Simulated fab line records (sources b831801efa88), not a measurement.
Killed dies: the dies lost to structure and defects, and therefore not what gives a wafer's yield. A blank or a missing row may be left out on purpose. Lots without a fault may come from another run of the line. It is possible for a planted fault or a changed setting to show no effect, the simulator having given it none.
A lot that was struck, set against a sound lot | flow sky130 | 15 out of 708 route steps
Sound: these wafers, L296.1, L296.2, L296.3. Struck: wafer L299.2 (left out: L299.3, L299.5 of the same lot, which were not struck); the cause appears at the end.
For every step that has rows: the tool of each side, followed by ch and its chambers, followed by its first start. Under that, the readings that differ: sound wafers | struck wafers | difference of the means | sigmas: that difference in standard deviations of wafers without a fault.
alike: readings whose means differ by less than 2 such deviations, and words and numbers that are the same on both sides. not compared: withheld readings, readings that some wafer has no value for, bounds like >300 that may hide the same value, and numbers for which the record gives no deviation and whose values overlap.
A row with sigmas, a row that says differs or no value, or rows on one side alone: a step with any of these is where the two part. Numbers that have no deviation but don't overlap get no sigmas and don't part them. A reading missing from all wafers of one side parts the sides only when that side holds two or more wafers.

SKY_CONTACT_STRIP_19: strips in O2/N2.
  sound on plasma-asher-02 ch 0,1, day 34 04:52; struck on plasma-asher-03 ch 0, day 35 04:07
  alike: drypump-motor-current-A, oes-product-au, strip-time-to-endpoint-s
  not compared: rf-hours-counter-h
then, 3 steps without rows for these wafers: SKY_CONTACT_STRIP_20 (strips in post etch residue remover, time 1200 s); SKY_CONTACT_CLEAN_21 (cleans in IPA, time 180 s); SKY_CONTACT_CLEAN_22 (cleans in O3/DIW).
SKY_CONTACT_SPUTTER_23: material TiN, target thk 20 nm, time 80 s.
  sound on pvd-sputter-01 at day 34 05:27; struck on pvd-sputter-03 at day 35 04:42
  alike: cathode-dc-power-W, throttle-valve-pct
then, 1 step without rows for these wafers: SKY_CONTACT_CVD_24 (deposits W, target thk 340 nm, time 102.12 s).
SKY_CONTACT_RS_MEAS_25: uses a four-point probe to measure.
  sound on film-metro-02 at day 34 05:38; struck on film-metro-01 at day 35 04:54
  alike: CONTACT_W_RS
SKY_CONTACT_THK_MEAS_26: measures by xrf.
  sound on film-metro-02 at day 34 05:45; struck on film-metro-01 at day 35 05:01
  alike: CONTACT_W_THK
then, 1 step without rows for these wafers: SKY_CONTACT_CMP_27 (polishes, stops on SiO2, t overpolish 15 s, target thk 0 nm).
SKY_METAL1_SPUTTER_00: material Ti, target thk 15 nm, time 10 s.
  sound on pvd-sputter-04 at day 34 06:07; struck on pvd-sputter-01 at day 35 05:22
  alike: cathode-dc-power-W, throttle-valve-pct
SKY_METAL1_SPUTTER_01: material TiN, target thk 20 nm, time 16.7 s.
  sound on pvd-sputter-04 at day 34 06:08; struck on pvd-sputter-01 at day 35 05:23
  alike: cathode-dc-power-W, throttle-valve-pct
then, 1 step without rows for these wafers: SKY_METAL1_SPUTTER_02 (material AlCu, target thk 250 nm, time 13.3 s).
SKY_METAL1_SPUTTER_03: material Ti, target thk 5 nm, time 3.3 s.
  sound on pvd-sputter-04 at day 34 06:11; struck on pvd-sputter-01 at day 35 05:26
  reading                                   | sound             | struck | difference | sigmas
  throttle-valve-pct (%)                    | 30.8 30.7 30.9    | 28.7   | -2.1       | -2
  model.Ti_of_METAL1_SPUTTER_03.thk-nm (nm) | 5.063 4.974 5.001 | 3.885  | -1.128     |
  alike: cathode-dc-power-W
SKY_METAL1_SPUTTER_04: material TiN, target thk 70 nm, time 58.3 s.
  sound on pvd-sputter-04 at day 34 06:12; struck on pvd-sputter-01 at day 35 05:27
  reading                | sound          | struck | difference | sigmas
  throttle-valve-pct (%) | 30.7 30.8 30.9 | 28.9   | -1.9       | -2
  alike: cathode-dc-power-W
-- the record jumps here: 13 days lie between the struck wafers' starts before and after (it left off in module METAL1 and takes up again in module PAD_OPEN, whose first step shown is number 708 of the route) --
SKY_PAD_OPEN_PROBE_99:
  the record has rows for the struck wafers here (prober-01, day 48 09:53) and none for the sound ones

WHERE THEY PART
Last at SKY_PAD_OPEN_PROBE_99 as far as this record goes, first at SKY_METAL1_SPUTTER_03.

WHY: the cause the simulator had injected
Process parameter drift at SKY_METAL1_SPUTTER_03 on pvd-sputter-01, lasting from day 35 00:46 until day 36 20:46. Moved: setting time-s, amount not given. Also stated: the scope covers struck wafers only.
